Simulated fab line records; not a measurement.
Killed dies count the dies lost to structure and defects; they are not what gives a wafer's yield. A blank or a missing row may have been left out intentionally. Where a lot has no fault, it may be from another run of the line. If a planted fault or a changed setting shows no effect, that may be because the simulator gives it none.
Which of the tools did it? + flow sky130 + 72 wafers from 24 lots sampled at 5 of the route's 708 steps

== WHAT EACH GAUGE READ, for each wafer ==
SKY_POLY_CUT_CD_MEAS_08: target cd 270 nm. Usual: 270.6 nm for cd nm, sd 1.4.
| lot  | measured     | on        | cd nm (nm)        | flag |
|------|--------------|-----------|-------------------|------|
| L074 | day 25 02:26 | cd sem-02 | 271.4 270.5 269.9 |      |
| L075 | day 25 19:04 | cd sem-01 | 269.1 270.2 271.4 |      |
| L076 | day 25 16:17 | cd sem-02 | 269.7 268.4 269.1 |      |
| L077 | day 26 04:08 | cd sem-01 | 271.3 270.0 269.9 |      |
| L078 | day 26 05:25 | cd sem-01 | 270.0 270.7 270.8 |      |
| L079 | day 26 17:53 | cd sem-01 | 273.2 271.5 273.9 |      |
| L080 | day 26 18:07 | cd sem-02 | 271.4 271.5 271.2 |      |
| L081 | day 27 00:43 | cd sem-02 | 269.6 272.1 270.3 |      |
| L082 | day 27 16:34 | cd sem-02 | 268.4 266.9 268.7 |      |
| L083 | day 27 16:47 | cd sem-01 | 270.2 271.6 271.7 |      |
| L084 | day 27 23:23 | cd sem-02 | 271.7 270.0 272.0 |      |
| L085 | day 28 04:22 | cd sem-01 | 269.9 270.8 271.4 |      |
| L086 | day 28 21:02 | cd sem-01 | 273.2 272.9 272.2 |      |
| L087 | day 29 01:39 | cd sem-02 | 268.6 269.1 268.2 |      |
| L088 | day 29 12:38 | cd sem-01 | 271.9 270.8 271.0 |      |
| L089 | day 29 10:44 | cd sem-01 | 270.5 269.7 271.9 |      |
| L090 | day 30 17:42 | cd sem-01 | 272.7 270.9 271.3 |      |
| L091 | day 30 19:23 | cd sem-01 | 270.4 270.8 270.9 |      |
| L092 | day 30 16:07 | cd sem-01 | 267.8 270.6 269.4 |      |
| L093 | day 31 00:25 | cd sem-01 | 268.7 268.7 270.7 |      |
| L094 | day 31 08:08 | cd sem-02 | 266.8 268.0 268.6 |      |
| L095 | day 31 09:56 | cd sem-02 | 271.3 271.1 271.2 |      |
| L096 | day 31 16:35 | cd sem-02 | 269.1 270.6 269.2 |      |
| L097 | day 31 18:33 | cd sem-02 | 271.2 270.5 269.7 |      |

SKY_SD_P_TW_MEAS_11. Usual: SD_P_TW typically reads 2823, with standard deviation 21.
| lot  | measured     | on            | SD_P_TW        | flag |
|------|--------------|---------------|----------------|------|
| L074 | day 26 08:20 | film metro-01 | 2808 2803 2814 |      |
| L075 | day 27 00:02 | film metro-01 | 2819 2814 2833 |      |
| L076 | day 26 22:07 | film metro-01 | 2826 2821 2831 |      |
| L077 | day 27 09:08 | film metro-03 | 2851 2855 2865 |      |
| L078 | day 27 10:15 | film metro-01 | 2830 2810 2836 |      |
| L079 | day 27 21:53 | film metro-03 | 2866 2868 2853 |      |
| L080 | day 27 22:46 | film metro-01 | 2825 2807 2812 |      |
| L081 | day 28 05:21 | film metro-04 | 2819 2816 2820 |      |
| L082 | day 28 20:31 | film metro-01 | 2840 2827 2824 |      |
| L083 | day 28 21:06 | film metro-01 | 2841 2830 2828 |      |
| L084 | day 29 04:35 | film metro-01 | 2806 2818 2811 |      |
| L085 | day 29 08:34 | film metro-01 | 2812 2808 2819 |      |
| L086 | day 30 02:07 | film metro-01 | 2821 2826 2812 |      |
| L087 | day 30 05:58 | film metro-03 | 2850 2866 2875 |      |
| L088 | day 30 17:16 | film metro-03 | 2864 2880 2875 |      |
| L089 | day 30 16:01 | film metro-01 | 2813 2823 2821 |      |
| L090 | day 31 21:31 | film metro-01 | 2782 2795 2784 |      |
| L091 | day 31 22:38 | film metro-04 | 2822 2813 2802 |      |
| L092 | day 31 20:20 | film metro-04 | 2798 2802 2785 |      |
| L093 | day 32 03:44 | film metro-04 | 2811 2825 2808 |      |
| L094 | day 32 11:21 | film metro-01 | 2817 2815 2809 |      |
| L095 | day 32 13:16 | film metro-04 | 2818 2823 2821 |      |
| L096 | day 32 19:28 | film metro-01 | 2815 2807 2812 |      |
| L097 | day 32 21:16 | film metro-04 | 2819 2817 2818 |      |

== WHAT TOOL EACH LOT RAN ON (gives the tool, then ch and the chambers of the sampled wafers, and finally the start) ==
| lot  | SKY_FIELD_ISO_ETCH_14             | SKY_FIELD_ISO_ETCH_15             | SKY_SPACER_ETCHBACK_02             |
|------|-----------------------------------|-----------------------------------|------------------------------------|
| L074 | rie diel-02 ch 0,1,3, day 2 08:49 | rie diel-02 ch 0,1,3, day 2 08:52 | rie diel-04 ch 1,2,3, day 23 20:46 |
| L075 | rie diel-02 ch 1,2,3, day 2 18:32 | rie diel-02 ch 1,2,3, day 2 18:34 | rie diel-01 ch 0,1,2, day 24 14:34 |
| L076 | rie diel-03 ch 1,2, day 2 18:53   | rie diel-03 ch 1,2, day 2 18:55   | rie diel-04 ch 1,2,3, day 24 10:29 |
| L077 | rie diel-02 ch 1,3, day 2 22:18   | rie diel-02 ch 1,3, day 2 22:20   | rie diel-02 ch 2,3, day 24 22:34   |
| L078 | rie diel-03 ch 1,2, day 3 04:13   | rie diel-03 ch 1,2, day 3 04:16   | rie diel-01 ch 1,3, day 24 23:46   |
| L079 | rie diel-04 ch 0,1, day 3 08:32   | rie diel-04 ch 0,1, day 3 08:34   | rie diel-01 ch 2,3, day 25 13:01   |
| L080 | rie diel-02 ch 1,2,3, day 3 13:50 | rie diel-02 ch 1,2,3, day 3 13:52 | rie diel-04 ch 0,1,2, day 25 13:01 |
| L081 | rie diel-04 ch 0,2,3, day 3 20:35 | rie diel-04 ch 0,2,3, day 3 20:37 | rie diel-02 ch 1,2,3, day 25 20:13 |
| L082 | rie diel-02 ch 0,2,3, day 4 01:09 | rie diel-02 ch 0,2,3, day 4 01:11 | rie diel-02 ch 0,2,3, day 26 12:29 |
| L083 | rie diel-03 ch 0,2,3, day 4 04:46 | rie diel-03 ch 0,2,3, day 4 04:49 | rie diel-04 ch 1,2,3, day 26 12:29 |
| L084 | rie diel-04 ch 0,2,3, day 4 11:08 | rie diel-04 ch 0,2,3, day 4 11:11 | rie diel-02 ch 0,1, day 26 19:16   |
| L085 | rie diel-03 ch 1,2, day 4 13:40   | rie diel-03 ch 1,2, day 4 13:43   | rie diel-01 ch 0,1,2, day 26 23:39 |
| L086 | rie diel-02 ch 0,1,3, day 4 18:13 | rie diel-02 ch 0,1,3, day 4 18:16 | rie diel-01 ch 0,1,2, day 27 17:23 |
| L087 | rie diel-02 ch 1,3, day 5 00:22   | rie diel-02 ch 1,3, day 5 00:25   | rie diel-01 ch 1,2,3, day 27 21:28 |
| L088 | rie diel-04 ch 2,3, day 5 09:53   | rie diel-04 ch 2,3, day 5 09:55   | rie diel-04 ch 2,3, day 28 08:49   |
| L089 | rie diel-04 ch 1,2,3, day 5 13:17 | rie diel-04 ch 1,2,3, day 5 13:19 | rie diel-01 ch 0,2,3, day 28 06:34 |
| L090 | rie diel-04 ch 0,1,2, day 5 16:42 | rie diel-04 ch 0,1,2, day 5 16:44 | rie diel-02 ch 1,2, day 29 14:19   |
| L091 | rie diel-02 ch 1,2,3, day 5 22:22 | rie diel-02 ch 1,2,3, day 5 22:25 | rie diel-02 ch 0,2, day 29 15:31   |
| L092 | rie diel-04 ch 1,2,3, day 6 02:42 | rie diel-04 ch 1,2,3, day 6 02:44 | rie diel-04 ch 0,3, day 29 11:25   |
| L093 | rie diel-04 ch 0,1,2, day 6 06:49 | rie diel-04 ch 0,1,2, day 6 06:52 | rie diel-04 ch 1,2,3, day 29 20:04 |
| L094 | rie diel-02 ch 1,2, day 6 12:42   | rie diel-02 ch 1,2, day 6 12:44   | rie diel-04 ch 0,1, day 30 04:25   |
| L095 | rie diel-04 ch 0,2, day 6 18:09   | rie diel-04 ch 0,2, day 6 18:11   | rie diel-01 ch 0,3, day 30 05:37   |
| L096 | rie diel-04 ch 1,2,3, day 6 23:28 | rie diel-04 ch 1,2,3, day 6 23:31 | rie diel-01 ch 0,1,3, day 30 12:49 |
| L097 | rie diel-02 ch 1,2, day 7 04:44   | rie diel-02 ch 1,2, day 7 04:46   | rie diel-02 ch 0,1,2, day 30 15:04 |
- SKY_FIELD_ISO_ETCH_14: etches BARC in N2/H2, stops on SiO2, time 45.9 s, target depth 60 nm.
- SKY_FIELD_ISO_ETCH_15: etches the open film in CHF3/O2, stops on Si, target depth 180 nm, time 72 s.
- SKY_SPACER_ETCHBACK_02: etches Si3N4 in CH3F/O2, stops on SiO2, time 46.7 s, target depth 45 nm.

== WHAT THE TOOLS THEMSELVES READ (means of the sampled wafers that have a number; where no wafer has one, the mark that the record gives instead) ==
SKY_FIELD_ISO_ETCH_14. Usual: chamber pressure mTorr 30.003 mTorr, standard deviation 0.027; drypump motor current A 5.8 A, standard deviation 0.48; oes product au 0.853 a.u., standard deviation 0.0049; throttle valve pct 13.225 %, standard deviation 0.0092.
| lot  | tool        | chamber pressure mTorr (mTorr) | drypump motor current A (A) | oes product au (a.u.) | throttle valve pct (%) | flag |
|------|-------------|--------------------------------|-----------------------------|-----------------------|------------------------|------|
| L074 | rie diel-02 | 29.992                         | 6.0                         | 0.859                 | 13.230                 |      |
| L075 | rie diel-02 | 29.992                         | 5.6                         | 0.853                 | 13.227                 |      |
| L076 | rie diel-03 | 29.995                         | 5.8                         | 0.855                 | 13.221                 |      |
| L077 | rie diel-02 | 30.005                         | 6.0                         | 0.853                 | 13.223                 |      |
| L078 | rie diel-03 | 30.024                         | 5.8                         | 0.856                 | 13.224                 |      |
| L079 | rie diel-04 | 29.973                         | 5.8                         | 0.857                 | 13.233                 |      |
| L080 | rie diel-02 | 29.988                         | 5.6                         | 0.854                 | 13.230                 |      |
| L081 | rie diel-04 | 30.028                         | 5.9                         | 0.858                 | 13.220                 |      |
| L082 | rie diel-02 | 30.037                         | 5.6                         | 0.853                 | 13.225                 |      |
| L083 | rie diel-03 | 29.980                         | 5.8                         | 0.855                 | 13.215                 |      |
| L084 | rie diel-04 | 30.019                         | 5.9                         | 0.860                 | 13.232                 |      |
| L085 | rie diel-03 | 30.010                         | 6.0                         | 0.853                 | 13.219                 |      |
| L086 | rie diel-02 | 30.007                         | 6.0                         | 0.851                 | 13.226                 |      |
| L087 | rie diel-02 | 30.019                         | 5.9                         | 0.852                 | 13.228                 |      |
| L088 | rie diel-04 | 30.015                         | 6.1                         | 0.851                 | 13.230                 |      |
| L089 | rie diel-04 | 30.000                         | 6.2                         | 0.851                 | 13.225                 |      |
| L090 | rie diel-04 | 30.005                         | 6.0                         | 0.858                 | 13.227                 |      |
| L091 | rie diel-02 | 29.996                         | 5.6                         | 0.855                 | 13.227                 |      |
| L092 | rie diel-04 | 29.979                         | 6.2                         | 0.852                 | 13.227                 |      |
| L093 | rie diel-04 | 30.035                         | 6.0                         | 0.853                 | 13.229                 |      |
| L094 | rie diel-02 | 30.002                         | 5.5                         | 0.857                 | 13.215                 |      |
| L095 | rie diel-04 | 30.011                         | 6.0                         | 0.849                 | 13.222                 |      |
| L096 | rie diel-04 | 30.017                         | 6.2                         | 0.857                 | 13.220                 |      |
| L097 | rie diel-02 | 29.977                         | 5.1                         | 0.848                 | 13.223                 |      |

SKY_FIELD_ISO_ETCH_15. Usual: chamber pressure mTorr 40.00 mTorr, standard deviation 0.035; chf3 flow sccm 50.01 sccm, standard deviation 0.14; drypump motor current A 5.8 A, standard deviation 0.48; oes product au 0.947 a.u., standard deviation 0.0085; throttle valve pct 8.845 %, standard deviation 0.01.
| lot  | tool        | chamber pressure mTorr (mTorr) | chf3 flow sccm (sccm) | drypump motor current A (A) | oes product au (a.u.) | throttle valve pct (%) | flag |
|------|-------------|--------------------------------|-----------------------|-----------------------------|-----------------------|------------------------|------|
| L074 | rie diel-02 | 39.98                          | 49.89                 | 6.1                         | 0.947                 | 8.850                  |      |
| L075 | rie diel-02 | 40.00                          | 49.98                 | 5.6                         | 0.935                 | 8.856                  |      |
| L076 | rie diel-03 | 40.01                          | 49.97                 | 5.8                         | 0.959                 | 8.848                  |      |
| L077 | rie diel-02 | 40.00                          | 50.12                 | 6.0                         | 0.950                 | 8.841                  |      |
| L078 | rie diel-03 | 40.02                          | 50.07                 | 5.8                         | 0.940                 | 8.840                  |      |
| L079 | rie diel-04 | 40.01                          | 50.12                 | 5.8                         | 0.942                 | 8.851                  |      |
| L080 | rie diel-02 | 40.00                          | 50.00                 | 5.6                         | 0.949                 | 8.839                  |      |
| L081 | rie diel-04 | 40.00                          | 50.11                 | 5.9                         | 0.950                 | 8.848                  |      |
| L082 | rie diel-02 | 40.03                          | 50.04                 | 5.6                         | 0.943                 | 8.838                  |      |
| L083 | rie diel-03 | 40.02                          | 50.01                 | 5.8                         | 0.935                 | 8.838                  |      |
| L084 | rie diel-04 | 39.99                          | 50.02                 | 5.9                         | 0.935                 | 8.838                  |      |
| L085 | rie diel-03 | 40.03                          | 49.81                 | 6.0                         | 0.942                 | 8.838                  |      |
| L086 | rie diel-02 | 39.99                          | 50.10                 | 6.0                         | 0.937                 | 8.844                  |      |
| L087 | rie diel-02 | 40.01                          | 50.10                 | 6.0                         | 0.952                 | 8.853                  |      |
| L088 | rie diel-04 | 40.01                          | 49.97                 | 6.1                         | 0.961                 | 8.856                  |      |
| L089 | rie diel-04 | 40.00                          | 49.91                 | 6.2                         | 0.952                 | 8.842                  |      |
| L090 | rie diel-04 | 39.97                          | 50.05                 | 6.0                         | 0.946                 | 8.848                  |      |
| L091 | rie diel-02 | 39.98                          | 50.10                 | 5.5                         | 0.955                 | 8.839                  |      |
| L092 | rie diel-04 | 40.01                          | 50.06                 | 6.2                         | 0.960                 | 8.844                  |      |
| L093 | rie diel-04 | 39.98                          | 49.95                 | 6.0                         | 0.935                 | 8.844                  |      |
| L094 | rie diel-02 | 39.98                          | 50.03                 | 5.5                         | 0.950                 | 8.851                  |      |
| L095 | rie diel-04 | 39.97                          | 49.95                 | 5.9                         | 0.951                 | 8.844                  |      |
| L096 | rie diel-04 | 39.99                          | 50.08                 | 6.2                         | 0.945                 | 8.847                  |      |
| L097 | rie diel-02 | 39.99                          | 50.01                 | 5.0                         | 0.954                 | 8.847                  |      |

SKY_SPACER_ETCHBACK_02. Usual: chamber pressure mTorr 24.998 mTorr, standard deviation 0.021; drypump motor current A 5.8 A, standard deviation 0.49; oes product au 0.855 a.u., standard deviation 0.0076; throttle valve pct 10.563 %, standard deviation 0.0084.
| lot  | tool        | chamber pressure mTorr (mTorr) | drypump motor current A (A) | oes product au (a.u.) | throttle valve pct (%) | flag |
|------|-------------|--------------------------------|-----------------------------|-----------------------|------------------------|------|
| L074 | rie diel-04 | 25.004                         | 6.2                         | 0.855                 | 10.567                 |      |
| L075 | rie diel-01 | 25.018                         | 5.9                         | 0.858                 | 10.567                 |      |
| L076 | rie diel-04 | 25.007                         | 6.1                         | 0.867                 | 10.572                 |      |
| L077 | rie diel-02 | 24.998                         | 5.6                         | 0.854                 | 10.560                 |      |
| L078 | rie diel-01 | 25.001                         | 5.8                         | 0.861                 | 10.560                 |      |
| L079 | rie diel-01 | 24.986                         | 5.4                         | 0.859                 | 10.565                 |      |
| L080 | rie diel-04 | 25.004                         | 6.0                         | 0.857                 | 10.562                 |      |
| L081 | rie diel-02 | 24.990                         | 5.5                         | 0.858                 | 10.571                 |      |
| L082 | rie diel-02 | 24.971                         | 5.6                         | 0.856                 | 10.551                 |      |
| L083 | rie diel-04 | 25.020                         | 6.2                         | 0.855                 | 10.566                 |      |
| L084 | rie diel-02 | 24.985                         | 6.1                         | 0.857                 | 10.554                 |      |
| L085 | rie diel-01 | 25.006                         | 5.9                         | 0.859                 | 10.567                 |      |
| L086 | rie diel-01 | 25.006                         | 5.9                         | 0.839                 | 10.565                 |      |
| L087 | rie diel-01 | 24.993                         | 5.8                         | 0.853                 | 10.564                 |      |
| L088 | rie diel-04 | 25.006                         | 6.0                         | 0.849                 | 10.565                 |      |
| L089 | rie diel-01 | 24.981                         | 5.5                         | 0.847                 | 10.559                 |      |
| L090 | rie diel-02 | 24.978                         | 5.5                         | 0.851                 | 10.562                 |      |
| L091 | rie diel-02 | 24.999                         | 5.2                         | 0.859                 | 10.555                 |      |
| L092 | rie diel-04 | 25.013                         | 5.8                         | 0.862                 | 10.564                 |      |
| L093 | rie diel-04 | 25.000                         | 6.1                         | 0.842                 | 10.567                 |      |
| L094 | rie diel-04 | 25.011                         | 5.8                         | 0.865                 | 10.554                 |      |
| L095 | rie diel-01 | 24.980                         | 5.5                         | 0.847                 | 10.562                 |      |
| L096 | rie diel-01 | 24.990                         | 5.9                         | 0.859                 | 10.561                 |      |
| L097 | rie diel-02 | 25.000                         | 5.6                         | 0.855                 | 10.566                 |      |

== THE ANSWER, worked out from the rows above alone ==
Rule: lot off if the mean of its wafers having a number is beyond 3 standard deviations from the usual mean. Also off: a lot with no number at a reading for which 4 or more lots have one. Any other lot the step has rows for is counted as sound. Order of review: gauges by route order, followed by the tools' own readings, for which a lot's mean as printed above is used. At the first step where some lot is off, the reading lying furthest off is the one used; lots without a number count as furthest.
Nothing can be told from this: no lot is off at any reading shown.

== WHAT THE SIMULATOR HAD INSERTED ==
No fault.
